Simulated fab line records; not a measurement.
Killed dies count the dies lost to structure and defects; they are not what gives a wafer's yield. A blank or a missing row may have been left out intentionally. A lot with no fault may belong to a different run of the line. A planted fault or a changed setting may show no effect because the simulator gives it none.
A struck lot beside a sound one	flow sky130	14 out of 708 route steps
Sound: wafers L702.1, L702.2, L702.3. Wafers L696.2, L696.4, L696.6 were the ones struck. At the end, the cause is stated.
Order at every step that has rows: each side's tool, ch and its chambers, its first start. Under that, the readings that differ: sound wafers	struck wafers	difference of the means	sigmas: that difference in standard deviations of wafers without a fault.
alike: words and numbers the same on both sides, and readings whose means are apart by under 2 such deviations; not compared: readings that were withheld, readings missing a value for some wafer, numbers with overlapping values and no deviation given by the record, and bounds like >300 which may hide the same value.
A row with sigmas, a row that says differs or no value, or rows on one side alone: a step with any of these is where the two part. Non-overlapping numbers with no deviation appear without sigmas and do not part them. A reading missing from all wafers of one side parts the sides only when that side holds two or more wafers.

first, 3 steps without rows for these wafers: SKY_VIA3_CLEAN_18 (cleans in IPA, time 180 s); SKY_VIA3_CLEAN_19 (cleans in O3/DIW); SKY_VIA3_SPUTTER_20 (material TiN, target thk 20 nm, time 80 s).
SKY_VIA3_CVD_21: deposits W, target thk 390 nm, time 117.31 s.
  sound on cvd-w-01 ch 0,1, day 45 16:49; struck on cvd-w-01 ch 0,1, day 44 12:42
  alike: chamber-pressure-Torr, heater-power-outer-w, heater-power-w
SKY_VIA3_RS_MEAS_22: measurement is done with a four-point probe.
  sound on film-metro-01, day 45 16:56; struck on film-metro-04, day 44 12:50
  alike: VIA3_W_RS
SKY_VIA3_THK_MEAS_23: measures by xrf.
  sound on film-metro-01, day 45 17:04; struck on film-metro-04, day 44 12:57
  alike: VIA3_W_THK
SKY_VIA3_CMP_24: polishes, stops on SiO2, t overpolish 20 s, target thk 0 nm.
  sound on cmp-01 ch 0,2,3, day 45 17:16; struck on cmp-02 ch 0,1,2, day 44 13:06
  alike: motor-current-A, overpolish-run-s, time-to-endpoint-s
SKY_METAL4_SPUTTER_00: material Ti, target thk 15 nm, time 10 s.
  sound on pvd-sputter-03, day 45 17:34; struck on pvd-sputter-01, day 44 13:18
  alike: throttle-valve-pct
then, 1 step without rows for these wafers: SKY_METAL4_SPUTTER_01 (material TiN, target thk 20 nm, time 16.7 s).
SKY_METAL4_SPUTTER_02: material AlCu, target thk 735 nm, time 39.1 s.
  sound on pvd-sputter-03, day 45 17:37; struck on pvd-sputter-01, day 44 13:21
  alike: throttle-valve-pct
then, 1 step without rows for these wafers: SKY_METAL4_SPUTTER_03 (material Ti, target thk 5 nm, time 3.3 s).
SKY_METAL4_SPUTTER_04: material TiN, target thk 70 nm, time 58.3 s.
  sound on pvd-sputter-03, day 45 17:40; struck on pvd-sputter-01, day 44 13:25
  alike: throttle-valve-pct
SKY_CAP2M_CVD_00: deposits SiO2, target thk 15.5 nm.
  sound on pecvd-03 ch 0,1,2, day 45 17:43; struck on pecvd-02 ch 1,2, day 44 13:28
  no value came back on the struck wafers for heater-power-outer-w (W), heater-power-w (W); on the sound wafers heater-power-outer-w (W) reads 346 480 445
then, 1 step without rows for these wafers: SKY_CAP2M_SPUTTER_02 (material TiN, target thk 200 nm, time 166.7 s).

== WHERE THEY PART ==
Only at SKY_CAP2M_CVD_00, within this record.

WHY: what the simulator had put in
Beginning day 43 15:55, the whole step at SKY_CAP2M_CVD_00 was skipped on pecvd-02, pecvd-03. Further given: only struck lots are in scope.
